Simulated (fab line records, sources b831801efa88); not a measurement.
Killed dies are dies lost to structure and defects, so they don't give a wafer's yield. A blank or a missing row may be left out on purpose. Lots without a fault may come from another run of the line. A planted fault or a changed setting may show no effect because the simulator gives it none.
Chamber matching | flow sky130 | SKY_SPACER_ETCHBACK_02 on rie_diel-04: 4 sister chambers
The step etches Si3N4 in CH3F/O2, stops on SiO2, time 46.7 s, target depth 45 nm. 4 wafers are shown with their chamber, then 11 later ones without.

WAFERS WITH THEIR CHAMBER
wafer  | chamber | drypump_motor_current_A (A)
L082.6 | 0       | 5.4
L085.1 | 1       | 6.3
L086.4 | 2       | 6.3
L089.1 | 3       | 6.1

WAFERS WITHOUT THEIR CHAMBER
wafer  | drypump_motor_current_A (A)
L089.2 | 6.4
L089.6 | 5.4
L091.2 | 6.3
L091.4 | 5.5
L091.6 | 6.3
L094.2 | 6.3
L094.4 | 6.3
L094.6 | 6.3
L097.1 | 5.5
L097.2 | 6.4
L097.6 | 5.4

WHICH CHAMBER EACH WENT THROUGH
wafer  | from the rows above     | in truth
L089.2 | can't be placed: 1 or 2 | 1
L089.6 | 0                       | 0
L091.2 | can't be placed: 1 or 2 | 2
L091.4 | 0                       | 0
L091.6 | can't be placed: 1 or 2 | 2
L094.2 | can't be placed: 1 or 2 | 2
L094.4 | can't be placed: 1 or 2 | 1
L094.6 | can't be placed: 1 or 2 | 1
L097.1 | 0                       | 0
L097.2 | can't be placed: 1 or 2 | 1
L097.6 | 0                       | 0
Placed correctly: 4 of 11. Can't be placed from these rows: 7 (the true chamber is among the candidates in 7). Placed wrongly: 0.
How it was worked out, from the rows above alone: a wafer's distance from a chamber is the root of the sum, over the readings, of the square of ((its reading less the chamber's mean) divided by the reading's scatter). The wafer belongs to the nearest chamber; if the next one is less than 2 further off, it can't be placed. A chamber's mean is the mean of its shown wafers. The scatter: with one shown wafer a chamber, the root of the mean of the squares of how far each hidden wafer lies from its nearest shown one.
